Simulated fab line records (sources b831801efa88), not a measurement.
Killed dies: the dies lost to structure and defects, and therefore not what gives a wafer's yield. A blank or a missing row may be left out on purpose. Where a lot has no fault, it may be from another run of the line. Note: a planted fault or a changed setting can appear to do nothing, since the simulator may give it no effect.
Which of the tools did it? || flow sky130 || Sampling: 11 lots, 33 wafers, 5 of 708 route steps

== WHAT EACH GAUGE READ, for each wafer ==
SKY_POLY_CUT_OVL_MEAS_09.
{"lot": "L472", "measured": "day 24 03:14", "on": "overlay-01", "POLY_CUT_OVL (nm)": "-15 -13 -9"}
{"lot": "L473", "measured": "day 24 14:56", "on": "overlay-02", "POLY_CUT_OVL (nm)": "-3 1 1"}
{"lot": "L474", "measured": "day 25 03:31", "on": "overlay-02", "POLY_CUT_OVL (nm)": "-10 -11 -8"}
{"lot": "L479", "measured": "day 27 00:19", "on": "overlay-02", "POLY_CUT_OVL (nm)": "-2 -6 -2"}
{"lot": "L480", "measured": "day 27 21:50", "on": "overlay-01", "POLY_CUT_OVL (nm)": "0 0 2"}
{"lot": "L481", "measured": "day 29 01:03", "on": "overlay-01", "POLY_CUT_OVL (nm)": "-12 -6 -7"}
{"lot": "L485", "measured": "day 29 05:42", "on": "overlay-02", "POLY_CUT_OVL (nm)": "-15 -19 -24"}
{"lot": "L486", "measured": "day 29 09:32", "on": "overlay-01", "POLY_CUT_OVL (nm)": "-3 6 -10"}
{"lot": "L488", "measured": "day 30 02:35", "on": "overlay-01", "POLY_CUT_OVL (nm)": "-13 -15 -20"}
{"lot": "L490", "measured": "day 30 09:35", "on": "overlay-01", "POLY_CUT_OVL (nm)": "1 -3 3"}
{"lot": "L489", "measured": "day 30 11:38", "on": "overlay-01", "POLY_CUT_OVL (nm)": "-19 -16 -21"}

SKY_LI_CONTACT_THK_MEAS_01.
{"lot": "L472", "measured": "day 27 20:56", "on": "film-metro-04", "LI_CONTACT_HDPCVD_THK (nm)": "938 938 918"}
{"lot": "L473", "measured": "day 28 08:03", "on": "film-metro-01", "LI_CONTACT_HDPCVD_THK (nm)": "935 924 922"}
{"lot": "L474", "measured": "day 28 18:06", "on": "film-metro-02", "LI_CONTACT_HDPCVD_THK (nm)": "931 924 918"}
{"lot": "L479", "measured": "day 30 14:49", "on": "film-metro-02", "LI_CONTACT_HDPCVD_THK (nm)": "921 927 917"}
{"lot": "L480", "measured": "day 31 12:10", "on": "film-metro-02", "LI_CONTACT_HDPCVD_THK (nm)": "919 926 931"}
{"lot": "L481", "measured": "day 32 13:53", "on": "film-metro-01", "LI_CONTACT_HDPCVD_THK (nm)": "951 949 944"}
{"lot": "L485", "measured": "day 32 17:50", "on": "film-metro-01", "LI_CONTACT_HDPCVD_THK (nm)": "941 944 947"}
{"lot": "L486", "measured": "day 32 21:33", "on": "film-metro-02", "LI_CONTACT_HDPCVD_THK (nm)": "934 928 938"}
{"lot": "L488", "measured": "day 33 14:13", "on": "film-metro-01", "LI_CONTACT_HDPCVD_THK (nm)": "933 942 950"}
{"lot": "L490", "measured": "day 33 21:25", "on": "film-metro-04", "LI_CONTACT_HDPCVD_THK (nm)": "923 1126 936"}
{"lot": "L489", "measured": "day 33 22:56", "on": "film-metro-01", "LI_CONTACT_HDPCVD_THK (nm)": "927 937 922"}

== EACH LOT AND THE TOOL THAT RAN IT (in order: tool; ch and the chambers of the sampled wafers; start) ==
{"lot": "L472", "SKY_POLY_CUT_ETCH_11": "rie-diel-03 ch 0,2, day 24 03:19", "SKY_POLY_CUT_STRIP_12": "plasma-asher-03 ch 1, day 24 03:22", "SKY_LI_CONTACT_HDPCVD_00": "hdpcvd-02 ch 0,1,2, day 27 20:49"}
{"lot": "L473", "SKY_POLY_CUT_ETCH_11": "rie-diel-04 ch 0,3, day 24 15:01", "SKY_POLY_CUT_STRIP_12": "plasma-asher-04 ch 0,1, day 24 15:03", "SKY_LI_CONTACT_HDPCVD_00": "hdpcvd-02 ch 0,2, day 28 07:57"}
{"lot": "L474", "SKY_POLY_CUT_ETCH_11": "rie-diel-01 ch 0,1,3, day 25 03:35", "SKY_POLY_CUT_STRIP_12": "plasma-asher-04 ch 0,1, day 25 03:40", "SKY_LI_CONTACT_HDPCVD_00": "hdpcvd-01 ch 0,2, day 28 17:58"}
{"lot": "L479", "SKY_POLY_CUT_ETCH_11": "rie-diel-03 ch 0,1, day 27 00:23", "SKY_POLY_CUT_STRIP_12": "plasma-asher-01 ch 0,1, day 27 00:28", "SKY_LI_CONTACT_HDPCVD_00": "hdpcvd-01 ch 0,1,2, day 30 14:42"}
{"lot": "L480", "SKY_POLY_CUT_ETCH_11": "rie-diel-01 ch 0,2, day 27 21:55", "SKY_POLY_CUT_STRIP_12": "plasma-asher-01 ch 0,1, day 27 21:58", "SKY_LI_CONTACT_HDPCVD_00": "hdpcvd-01 ch 1,2, day 31 12:04"}
{"lot": "L481", "SKY_POLY_CUT_ETCH_11": "rie-diel-03 ch 0,2,3, day 29 01:08", "SKY_POLY_CUT_STRIP_12": "plasma-asher-04 ch 0,1, day 29 01:10", "SKY_LI_CONTACT_HDPCVD_00": "hdpcvd-01 ch 0,1,2, day 32 13:47"}
{"lot": "L485", "SKY_POLY_CUT_ETCH_11": "rie-diel-03 ch 1,2,3, day 29 05:47", "SKY_POLY_CUT_STRIP_12": "plasma-asher-04 ch 0,1, day 29 05:49", "SKY_LI_CONTACT_HDPCVD_00": "hdpcvd-02 ch 0,1,2, day 32 17:44"}
{"lot": "L486", "SKY_POLY_CUT_ETCH_11": "rie-diel-01 ch 2,3, day 29 09:37", "SKY_POLY_CUT_STRIP_12": "plasma-asher-04 ch 0,1, day 29 09:41", "SKY_LI_CONTACT_HDPCVD_00": "hdpcvd-01 ch 1,2, day 32 21:26"}
{"lot": "L488", "SKY_POLY_CUT_ETCH_11": "rie-diel-04 ch 0,1,3, day 30 02:40", "SKY_POLY_CUT_STRIP_12": "plasma-asher-04 ch 0,1, day 30 02:42", "SKY_LI_CONTACT_HDPCVD_00": "hdpcvd-01 ch 0,1, day 33 14:07"}
{"lot": "L490", "SKY_POLY_CUT_ETCH_11": "rie-diel-01 ch 0,1, day 30 09:40", "SKY_POLY_CUT_STRIP_12": "plasma-asher-03 ch 0,1, day 30 09:43", "SKY_LI_CONTACT_HDPCVD_00": "hdpcvd-01 ch 0,1,2, day 33 21:18"}
{"lot": "L489", "SKY_POLY_CUT_ETCH_11": "rie-diel-04 ch 0,1, day 30 11:43", "SKY_POLY_CUT_STRIP_12": "plasma-asher-03 ch 0,1, day 30 11:45", "SKY_LI_CONTACT_HDPCVD_00": "hdpcvd-02 ch 1,2, day 33 22:49"}
- SKY_POLY_CUT_ETCH_11: etches Si3N4 in CF4/CH2F2/Ar, stops on poly-Si, time 42.5 s, target depth 60 nm.
- SKY_POLY_CUT_STRIP_12: strips in O2/N2.
- SKY_LI_CONTACT_HDPCVD_00: deposits PSG, target thk 930 nm, time 155 s.

== WHAT THE TOOLS THEMSELVES READ (means of the sampled wafers that have a number; where no wafer has one, the mark that the record gives instead) ==
SKY_POLY_CUT_ETCH_11.
{"lot": "L472", "tool": "rie-diel-03", "drypump-motor-current-A (A)": 5.81, "oes-product-au (a.u.)": 0.836, "throttle-valve-pct (%)": 14.983}
{"lot": "L473", "tool": "rie-diel-04", "drypump-motor-current-A (A)": 5.78, "oes-product-au (a.u.)": 0.830, "throttle-valve-pct (%)": 14.999}
{"lot": "L474", "tool": "rie-diel-01", "drypump-motor-current-A (A)": 5.84, "oes-product-au (a.u.)": 0.829, "throttle-valve-pct (%)": 15.001}
{"lot": "L479", "tool": "rie-diel-03", "drypump-motor-current-A (A)": 5.72, "oes-product-au (a.u.)": 0.824, "throttle-valve-pct (%)": 15.002}
{"lot": "L480", "tool": "rie-diel-01", "drypump-motor-current-A (A)": 5.83, "oes-product-au (a.u.)": 0.837, "throttle-valve-pct (%)": 14.998}
{"lot": "L481", "tool": "rie-diel-03", "drypump-motor-current-A (A)": 5.96, "oes-product-au (a.u.)": 0.827, "throttle-valve-pct (%)": 15.004}
{"lot": "L485", "tool": "rie-diel-03", "drypump-motor-current-A (A)": 5.83, "oes-product-au (a.u.)": 0.827, "throttle-valve-pct (%)": 15.001}
{"lot": "L486", "tool": "rie-diel-01", "drypump-motor-current-A (A)": 5.88, "oes-product-au (a.u.)": 0.823, "throttle-valve-pct (%)": 14.990}
{"lot": "L488", "tool": "rie-diel-04", "drypump-motor-current-A (A)": 5.75, "oes-product-au (a.u.)": 0.818, "throttle-valve-pct (%)": 14.998}
{"lot": "L490", "tool": "rie-diel-01", "drypump-motor-current-A (A)": 5.90, "oes-product-au (a.u.)": 0.835, "throttle-valve-pct (%)": 14.992}
{"lot": "L489", "tool": "rie-diel-04", "drypump-motor-current-A (A)": 5.56, "oes-product-au (a.u.)": 0.831, "throttle-valve-pct (%)": 14.992}

SKY_POLY_CUT_STRIP_12.
{"lot": "L472", "tool": "plasma-asher-03", "drypump-motor-current-A (A)": 6.1, "oes-product-au (a.u.)": 0.448, "strip-time-to-endpoint-s (s)": 5.338}
{"lot": "L473", "tool": "plasma-asher-04", "drypump-motor-current-A (A)": 6.1, "oes-product-au (a.u.)": 0.448, "strip-time-to-endpoint-s (s)": 5.334}
{"lot": "L474", "tool": "plasma-asher-04", "drypump-motor-current-A (A)": 6.1, "oes-product-au (a.u.)": 0.457, "strip-time-to-endpoint-s (s)": 5.371}
{"lot": "L479", "tool": "plasma-asher-01", "drypump-motor-current-A (A)": 5.8, "oes-product-au (a.u.)": 0.454, "strip-time-to-endpoint-s (s)": 5.367}
{"lot": "L480", "tool": "plasma-asher-01", "drypump-motor-current-A (A)": 5.8, "oes-product-au (a.u.)": 0.452, "strip-time-to-endpoint-s (s)": 5.371}
{"lot": "L481", "tool": "plasma-asher-04", "drypump-motor-current-A (A)": 6.1, "oes-product-au (a.u.)": 0.455, "strip-time-to-endpoint-s (s)": 5.354}
{"lot": "L485", "tool": "plasma-asher-04", "drypump-motor-current-A (A)": 6.0, "oes-product-au (a.u.)": 0.451, "strip-time-to-endpoint-s (s)": 5.357}
{"lot": "L486", "tool": "plasma-asher-04", "drypump-motor-current-A (A)": 6.0, "oes-product-au (a.u.)": 0.454, "strip-time-to-endpoint-s (s)": 5.335}
{"lot": "L488", "tool": "plasma-asher-04", "drypump-motor-current-A (A)": 6.1, "oes-product-au (a.u.)": 0.457, "strip-time-to-endpoint-s (s)": 5.361}
{"lot": "L490", "tool": "plasma-asher-03", "drypump-motor-current-A (A)": 5.6, "oes-product-au (a.u.)": 0.450, "strip-time-to-endpoint-s (s)": 5.349}
{"lot": "L489", "tool": "plasma-asher-03", "drypump-motor-current-A (A)": 5.9, "oes-product-au (a.u.)": 0.453, "strip-time-to-endpoint-s (s)": 5.352}

SKY_LI_CONTACT_HDPCVD_00.
{"lot": "L472", "tool": "hdpcvd-02", "run-length-s (s)": 182.5, "sih4-flow-sccm (sccm)": 60.04}
{"lot": "L473", "tool": "hdpcvd-02", "run-length-s (s)": 182.4, "sih4-flow-sccm (sccm)": 59.85}
{"lot": "L474", "tool": "hdpcvd-01", "run-length-s (s)": 182.1, "sih4-flow-sccm (sccm)": 59.98}
{"lot": "L479", "tool": "hdpcvd-01", "run-length-s (s)": 182.0, "sih4-flow-sccm (sccm)": 59.94}
{"lot": "L480", "tool": "hdpcvd-01", "run-length-s (s)": 182.4, "sih4-flow-sccm (sccm)": 60.16}
{"lot": "L481", "tool": "hdpcvd-01", "run-length-s (s)": 182.1, "sih4-flow-sccm (sccm)": 59.88}
{"lot": "L485", "tool": "hdpcvd-02", "run-length-s (s)": 182.3, "sih4-flow-sccm (sccm)": 60.05}
{"lot": "L486", "tool": "hdpcvd-01", "run-length-s (s)": 182.0, "sih4-flow-sccm (sccm)": 60.05}
{"lot": "L488", "tool": "hdpcvd-01", "run-length-s (s)": 181.9, "sih4-flow-sccm (sccm)": 59.91}
{"lot": "L490", "tool": "hdpcvd-01", "run-length-s (s)": 193.4, "sih4-flow-sccm (sccm)": 59.99}
{"lot": "L489", "tool": "hdpcvd-02", "run-length-s (s)": 182.1, "sih4-flow-sccm (sccm)": 60.05}

== THE ANSWER, worked out from the rows above alone ==
Rule: the lots themselves supply what counts as usual. The widest of any qualifying gaps counts: lots, ordered by their means at a reading, are off when they make up no more than a third of the lots, leave a main group of 4 or more, and stand apart from it by 3 or more times the standard deviation of that group's means. A main group whose means are all the same, to the digits that the tables above print for the reading, isn't used. A lot without any number at a reading at which 4 lots or more have one is off too. Any other lot the step has rows for is counted as sound. First the gauges in route order, then the tools' own readings, where a lot's mean is used as printed above. At the first step where some lot is off, the reading lying furthest off is the one used; lots without a number count as furthest.
Off: at SKY_LI_CONTACT_THK_MEAS_01 (LI_CONTACT_HDPCVD_THK), L490. The main group has a mean of 933 nm with a standard deviation of 8.6.
A tool fits if, at a process step before that reading, it ran every lot that is off, and no sound lot after the first of them. Not tried: the gauges at SKY_LI_CONTACT_THK_MEAS_01; whatever is off there is also off at SKY_LI_CONTACT_HDPCVD_00, on other tools, and gauge error can't account for it. Can't be told from this: 2 tools fit, rie-diel-01 at SKY_POLY_CUT_ETCH_11, hdpcvd-01 at SKY_LI_CONTACT_HDPCVD_00.

== WHAT THE SIMULATOR HAD PUT IN ==
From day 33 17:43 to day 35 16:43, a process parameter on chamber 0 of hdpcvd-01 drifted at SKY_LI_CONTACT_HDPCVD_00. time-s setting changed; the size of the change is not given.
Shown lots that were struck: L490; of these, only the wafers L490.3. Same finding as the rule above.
